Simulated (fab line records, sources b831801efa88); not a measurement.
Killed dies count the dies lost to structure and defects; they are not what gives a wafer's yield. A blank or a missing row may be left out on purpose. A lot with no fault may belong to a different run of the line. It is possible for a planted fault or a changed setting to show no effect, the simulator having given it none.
A struck lot beside a sound one / flow sky130 / 43 steps out of a route of 708
Sound: these wafers, L316.2, L316.3, L316.4. Struck: wafer L312.3 (left out: L312.6, a lot-mate that was not struck); the cause follows at the end.
Per side, at each step with rows, come the tool, then ch with its chambers, and then its first start. Under that, the readings that differ: sound wafers / struck wafers / difference of the means / sigmas: that difference in standard deviations of wafers without a fault.
alike: words and numbers the same on both sides, and readings whose means are apart by under 2 such deviations; not compared: readings that were withheld, readings missing a value for some wafer, numbers with overlapping values and no deviation given by the record, and bounds like >300 which may hide the same value.
A row with sigmas, a row that says differs or no value, or rows on one side alone: a step with any of these is where the two part. Numbers that don't overlap but have no deviation are shown without sigmas and don't part them. A reading missing from all wafers of one side parts the sides only when that side holds two or more wafers.

first, 5 steps without rows for these wafers: SKY_FIELD_ISO_WET_ETCH_28 (etches SiO2 in dHF, target depth 23.7 nm, time 47 s); SKY_FIELD_ISO_WET_ETCH_29 (etches Si3N4 in H3PO4, target depth 160 nm, time 1825 s); SKY_FIELD_ISO_WET_ETCH_30 (etches SiO2 in dHF, target depth 25 nm, time 50 s); SKY_NWELL_CLEAN_00 (cleans in SC1/SC2, time 150 s); SKY_NWELL_OXIDATION_01 (stabilise 600 s, purge 300 s, target thk 10 nm).
SKY_NWELL_THK_MEAS_02:
  sound: film_metro-03 at day 5 23:16; struck: film_metro-04 at day 5 02:18
  alike: NWELL_OXIDATION_THK
then, 6 steps without rows for these wafers: SKY_DNWELL_DEHYDRATE_00 (time 60 s); SKY_DNWELL_HMDS_01 (prime time 60 s); SKY_DNWELL_COAT_02 (resist thk 3000 nm); SKY_DNWELL_SOFTBAKE_03; SKY_DNWELL_EXPOSE_04 (exposes mask DNM, target cd 3000 nm); SKY_DNWELL_PEB_05.
SKY_DNWELL_DEVELOP_06: develop time 60 s.
  sound on litho_track-02 ch 0, day 6 18:00; struck on litho_track-01 ch 0, day 5 20:00
  alike: developer_temp_C
next, for these wafers, 1 step has no rows: SKY_DNWELL_IMPLANT_07.
SKY_DNWELL_STRIP_08: strips in O2/N2.
  sound on plasma_asher-01 ch 0,1, day 6 18:26; struck on plasma_asher-03 ch 1, day 5 20:34
reading=drypump_motor_current_A (A); sound=6.22 5.91 6.19; struck=5.31; difference=-0.80; sigmas=-3
  alike: oes_product_au, strip_time_to_endpoint_s
  not compared: rf_hours_counter_h
SKY_DNWELL_TW_MEAS_09:
  sound: film_metro-03 at day 6 18:33; struck: film_metro-02 at day 5 20:40
  alike: DNWELL_TW
then, 7 steps without rows for these wafers: SKY_PWDE_DEHYDRATE_00 (time 60 s); SKY_PWDE_HMDS_01 (prime time 60 s); SKY_PWDE_COAT_02 (resist thk 3000 nm); SKY_PWDE_SOFTBAKE_03; SKY_PWDE_EXPOSE_04 (exposes mask PWDEM, target cd 840 nm); SKY_PWDE_PEB_05; SKY_PWDE_DEVELOP_06 (develop time 60 s).
SKY_PWDE_OVL_MEAS_07:
  sound: overlay-01 at day 7 12:55; struck: overlay-01 at day 6 15:25
  alike: PWDE_OVL
next, for these wafers, 1 step has no rows: SKY_PWDE_IMPLANT_08.
SKY_PWDE_STRIP_09: strips in O2/N2.
  sound on plasma_asher-02 ch 0,1, day 7 13:06; struck on plasma_asher-02 ch 0, day 6 15:38
  alike: drypump_motor_current_A, oes_product_au, strip_time_to_endpoint_s
  not compared: rf_hours_counter_h
SKY_PWDE_TW_MEAS_10:
  sound: film_metro-02 at day 7 13:13; struck: film_metro-02 at day 6 15:43
  alike: PWDE_TW
then, 7 steps without rows for these wafers: SKY_NWELL_DEHYDRATE_03 (time 60 s); SKY_NWELL_HMDS_04 (prime time 60 s); SKY_NWELL_COAT_05 (resist thk 3000 nm); SKY_NWELL_SOFTBAKE_06; SKY_NWELL_EXPOSE_07 (exposes mask NWM, target cd 840 nm); SKY_NWELL_PEB_08; SKY_NWELL_DEVELOP_09 (develop time 60 s).
SKY_NWELL_OVL_MEAS_10:
  sound: overlay-01 at day 8 08:56; struck: overlay-02 at day 7 11:00
  alike: NWELL_00_OVL
then, 3 steps without rows for these wafers: SKY_NWELL_IMPLANT_11; SKY_NWELL_IMPLANT_12; SKY_NWELL_IMPLANT_13.
SKY_NWELL_STRIP_14: strips in O2/N2.
  sound on plasma_asher-04 ch 0,1, day 8 09:25; struck on plasma_asher-03 ch 1, day 7 11:31
reading=drypump_motor_current_A (A); sound=5.74 6.03 5.74; struck=5.33; difference=-0.51; sigmas=-2
reading=oes_product_au (a.u.); sound=0.731 0.720 0.727; struck=0.716; difference=-0.010; sigmas=-2
  alike: strip_time_to_endpoint_s
  not compared: rf_hours_counter_h
SKY_NWELL_TW_MEAS_15:
  sound: film_metro-03 at day 8 09:32; struck: film_metro-02 at day 7 11:36
reading=NWELL_TW; sound=1841 1832 1835; struck=1797; difference=-39; sigmas=-3
then, 2 steps without rows for these wafers: SKY_NWELL_DEHYDRATE_16 (time 60 s); SKY_NWELL_HMDS_17 (prime time 60 s).
-- the record jumps here: 41 days lie between the struck wafers' starts before and after (it left off in module NWELL and takes up again in module PAD_OPEN, whose first step shown is number 708 of the route) --
SKY_PAD_OPEN_PROBE_99:
  sound: prober-01 at day 49 17:22; struck: prober-02 at day 48 22:10
reading=model.etest.res_deep_nwell.width_nm (nm); sound=2984 2982 2992; struck=2866; difference=-120; sigmas=
reading=model.etest.res_deep_nwell.line_ohm_um; sound=741.4 746.8 737.7; struck=792.9; difference=+50.9; sigmas=
  alike: killed_at_M0_to_M3, killed_at_M4_up, killed_at_contacts, killed_at_front_end, killed_at_other, killed_dies, killed_open, killed_short

== WHERE THEY PART ==
First at SKY_DNWELL_STRIP_08; last, within this record, at SKY_NWELL_TW_MEAS_15. Later steps at which nothing parts them and some readings are alike: SKY_PAD_OPEN_PROBE_99.

WHY: whatever the simulator had introduced
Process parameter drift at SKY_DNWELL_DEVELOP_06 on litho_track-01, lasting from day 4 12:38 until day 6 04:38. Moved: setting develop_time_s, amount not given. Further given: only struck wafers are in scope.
